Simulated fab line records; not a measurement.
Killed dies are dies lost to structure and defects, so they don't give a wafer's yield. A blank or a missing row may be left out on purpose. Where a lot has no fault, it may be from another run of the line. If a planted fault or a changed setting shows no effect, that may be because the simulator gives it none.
Which tool was responsible? | flow sky130 | Sampling: 12 lots, 36 wafers, 4 of 708 route steps

## WHAT THE GAUGES READ, wafer by wafer
SKY_CAPM_THK_MEAS_04: measures by xrf.
lot  | measured     | on            | CAPM_TIN_THK (nm)
L323 | day 36 17:16 | film metro-03 | 201.8 202.3 202.3
L324 | day 37 01:06 | film metro-02 | 203.4 203.6 203.4
L325 | day 37 04:37 | film metro-02 | 201.9 201.9 203.4
L326 | day 37 14:30 | film metro-03 | 208.2 207.7 207.7
L328 | day 38 11:34 | film metro-04 | 198.9 199.3 203.9
L329 | day 38 13:02 | film metro-04 | 205.0 203.3 204.0
L327 | day 38 13:43 | film metro-03 | 202.7 203.0 203.6
L338 | day 41 13:20 | film metro-02 | 204.9 200.9 204.5
L339 | day 41 22:27 | film metro-02 | 205.3 203.8 203.7
L340 | day 42 04:26 | film metro-02 | 199.9 200.2 198.7
L342 | day 42 11:13 | film metro-04 | 197.2 198.6 198.7
L344 | day 42 20:16 | film metro-03 | 206.6 203.8 204.8

SKY_PAD_OPEN_BOW_MEAS_13.
lot  | measured     | on            | PAD_OPEN_BOW (um)
L323 | day 46 04:53 | film metro-02 | 38 50 44
L324 | day 46 08:46 | film metro-04 | 55 47 44
L325 | day 46 14:04 | film metro-02 | 50 44 43
L326 | day 46 19:24 | film metro-01 | 32 51 30
L328 | day 47 13:10 | film metro-02 | 53 48 54
L329 | day 47 14:14 | film metro-02 | 47 49 45
L327 | day 47 14:38 | film metro-04 | 34 30 35
L338 | day 49 23:02 | film metro-02 | 51 41 33
L339 | day 50 01:51 | film metro-02 | 41 50 48
L340 | day 50 09:47 | film metro-01 | 40 35 37
L342 | day 50 11:59 | film metro-02 | 43 50 34
L344 | day 50 20:22 | film metro-01 | 49 57 52

## WHICH TOOL RAN EACH LOT (tool, then ch and the chambers of the sampled wafers, then the start)
lot  | SKY_METAL1_STRIP_21             | SKY_METAL3_DESCUM_15
L323 | wet bench-02 ch 2, day 33 04:23 | rie metal-04 ch 0,1, day 38 22:16
L324 | wet bench-02 ch 1, day 33 10:26 | rie metal-04 ch 0,1, day 39 04:52
L325 | wet bench-04 ch 1, day 33 15:31 | rie metal-03 ch 1, day 39 08:49
L326 | wet bench-04 ch 3, day 34 01:28 | rie metal-04 ch 1, day 39 17:36
L328 | wet bench-04 ch 3, day 34 22:28 | rie metal-02 ch 0,1, day 40 12:44
L329 | wet bench-02 ch 1, day 34 23:18 | rie metal-02 ch 0,1, day 40 14:01
L327 | wet bench-04 ch 3, day 35 00:18 | rie metal-04 ch 0,1, day 40 14:44
L338 | wet bench-02 ch 2, day 37 21:53 | rie metal-02 ch 0,1, day 43 13:36
L339 | wet bench-01 ch 3, day 38 15:23 | rie metal-03 ch 0, day 43 20:46
L340 | wet bench-04 ch 0, day 38 21:40 | rie metal-02 ch 0,1, day 44 03:31
L342 | wet bench-04 ch 0, day 39 03:11 | rie metal-03 ch 0,1, day 44 10:12
L344 | wet bench-04 ch 1, day 39 12:59 | rie metal-03 ch 0,1, day 44 18:46
- SKY_METAL1_STRIP_21: strips in post etch residue remover, time 1200 s.
- SKY_METAL3_DESCUM_15: chemistry O2, time 8 s.

## WHAT THE TOOLS THEMSELVES READ (means of the sampled wafers that have a number; where no wafer has one, the mark that the record gives instead)
SKY_METAL1_STRIP_21.
lot  | tool         | temp c (C)
L323 | wet bench-02 | 72.60
L324 | wet bench-02 | 72.43
L325 | wet bench-04 | 72.54
L326 | wet bench-04 | 72.47
L328 | wet bench-04 | 72.49
L329 | wet bench-02 | 72.44
L327 | wet bench-04 | 72.50
L338 | wet bench-02 | 72.52
L339 | wet bench-01 | 72.49
L340 | wet bench-04 | 72.44
L342 | wet bench-04 | 72.55
L344 | wet bench-04 | 72.52

SKY_METAL3_DESCUM_15.
lot  | tool         | drypump motor current A (A) | oes product au (a.u.) | temp c (C)
L323 | rie metal-04 | 6.16                        | 0.993                 | 40.08
L324 | rie metal-04 | 6.00                        | 0.997                 | 40.09
L325 | rie metal-03 | 6.09                        | 1.002                 | 40.02
L326 | rie metal-04 | 6.31                        | 0.979                 | 39.91
L328 | rie metal-02 | 5.89                        | 0.987                 | 39.95
L329 | rie metal-02 | 5.89                        | 0.998                 | 40.02
L327 | rie metal-04 | 5.98                        | 0.988                 | 40.10
L338 | rie metal-02 | 5.89                        | 0.997                 | 39.85
L339 | rie metal-03 | 6.21                        | 1.001                 | 39.96
L340 | rie metal-02 | 5.90                        | 0.987                 | 39.97
L342 | rie metal-03 | 6.15                        | 0.997                 | 39.91
L344 | rie metal-03 | 6.13                        | 0.987                 | 40.02

## THE ANSWER, worked out from the rows above alone
Rule: usual is defined by the lots themselves. The widest of any qualifying gaps counts: lots, ordered by their means at a reading, are off when they make up no more than a third of the lots, leave a main group of 4 or more, and stand apart from it by 3 or more times the standard deviation of that group's means. Not used: any main group whose means are identical at the precision the tables above print for the reading. A lot without any number at a reading at which 4 lots or more have one is off too. All remaining lots with rows at the step are treated as sound. The gauges are gone through in route order, then the tools' own readings, and for those a lot's mean is taken as printed above. The first step at which some lot is off is used, and at that step the reading that is off furthest; a lot without a number counts as furthest.
No lot is off on any of the readings shown, so nothing can be concluded from this.

## WHAT THE SIMULATOR HAD INSERTED
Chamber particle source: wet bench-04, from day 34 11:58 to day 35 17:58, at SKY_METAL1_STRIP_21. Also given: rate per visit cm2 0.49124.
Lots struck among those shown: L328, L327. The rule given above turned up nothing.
